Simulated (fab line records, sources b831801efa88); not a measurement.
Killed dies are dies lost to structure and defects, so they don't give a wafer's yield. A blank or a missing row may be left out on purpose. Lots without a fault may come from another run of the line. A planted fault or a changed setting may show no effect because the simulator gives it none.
Problem report in the 8D (eight disciplines) form, filled by code | flow gf180mcu | the parts of the form that need people (team, actions taken, sign-off) are left out

1. THE PROBLEM
PSD_TW at GF_PSD_TW_MEAS_11 reads a mean of 3373 on 6 wafers of 2 lots; wafers without a fault read 3209 with a standard deviation of 21. That is +7.8 standard deviations from the usual mean.
First seen on wafer L625.1, day 20 18:56, on film_metro-02. The record holds 33 wafers of 11 lots with a number at this step. Rule for "out", or "out of limits": more than 4 standard deviations from the usual mean. The other wafers with a number count as sound.

2. WHAT IT IS AND WHAT IT IS NOT
question                    | is                           | is not
which readings at this step | PSD_TW                       | -
which lots                  | L625, L627                   | L607, L608, L609, L612, L613, L614, L615, L616, L618
which wafers of those lots  | all that have a number       | -
read on which gauges        | film_metro-01, film_metro-02 | film_metro-04
when                        | from day 20 18:56            | up to then (27 sound wafers)

3. SUSPECTS, AND WHAT RULES EACH OUT
Counting: a tool at a process step up to the reading stays a suspect if it ran every lot that is out and no sound lot after the first of them.
- the gauge at GF_PSD_TW_MEAS_11: ruled out. The wafers that are out were read on 2 gauges (film_metro-01, film_metro-02).
- plasma_asher-02 at GF_DUAL_GATE_STRIP_13 (strips in O2/N2): kept. It ran every lot that is out, first L625 (day 13 14:44), and no sound lot after that; its last sound lot up to then is L612 (day 9 23:56).
- implanter-01 at GF_PSD_IMPLANT_09: kept. It ran every lot that is out, first L625 (day 20 18:41), and no sound lot after that; its last sound lot up to then is L618 (day 18 21:29). Its own readings are out on those wafers: beam_energy_keV.
Left after counting: plasma_asher-02 at GF_DUAL_GATE_STRIP_13, implanter-01 at GF_PSD_IMPLANT_09.

4. THE CAUSE (what the simulator had put in)
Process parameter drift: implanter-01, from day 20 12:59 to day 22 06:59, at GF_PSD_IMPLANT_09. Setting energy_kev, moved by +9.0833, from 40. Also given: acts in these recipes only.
Counting left 2 suspects, and this tool is among them.

5. THE CHAIN OF EFFECTS, in route order
Each row: a reading whose mean over the struck wafers that have a number lies more than 3 standard deviations from the usual. Only readings for which the record gives a usual standard deviation are gone through. hours: the time from each lot's start at the first step in this table that gives one to its start at this step, as a median over the lots. sigmas: the change in usual standard deviations.
hours | step              | reading                  | usual         | on struck wafers | change | sigmas
0     | GF_PSD_IMPLANT_09 | beam_energy_keV          | 40.000        | 49.088           | +9.088 | +99 or more
0     | GF_PSD_STRIP_10   | oes_product_au           | 0.592 a.u.    | 0.576            | -0.016 | -3.5
0     | GF_PSD_STRIP_10   | strip_time_to_endpoint_s | 16.54 s       | 17.43            | +0.89  | +23
0     | GF_PSD_TW_MEAS_11 | PSD_TW                   | 3209          | 3373             | +164   | +7.8
1     | GF_PSD_RS_MEAS_15 | PSD_RS                   | 108.54 ohm/sq | 99.90            | -8.64  | -31
The process steps in it:
- GF_PSD_IMPLANT_09
- GF_PSD_STRIP_10: strips in O2/N2.

6. WHAT WOULD HAVE CAUGHT IT SOONER
In this record the first reading out of limits at a measuring or inspecting step was taken at day 20 18:56, 6 hours after the fault began at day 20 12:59.
The tool's own readings at GF_PSD_IMPLANT_09 were out on every struck wafer that the step has a row for (beam_energy_keV): an alarm limit on them would have fired on the first of those.
Of the lots that are out (2), L627 began GF_PSD_IMPLANT_09 on implanter-01 after day 20 18:56. A hold on the tool at that time would have spared it.
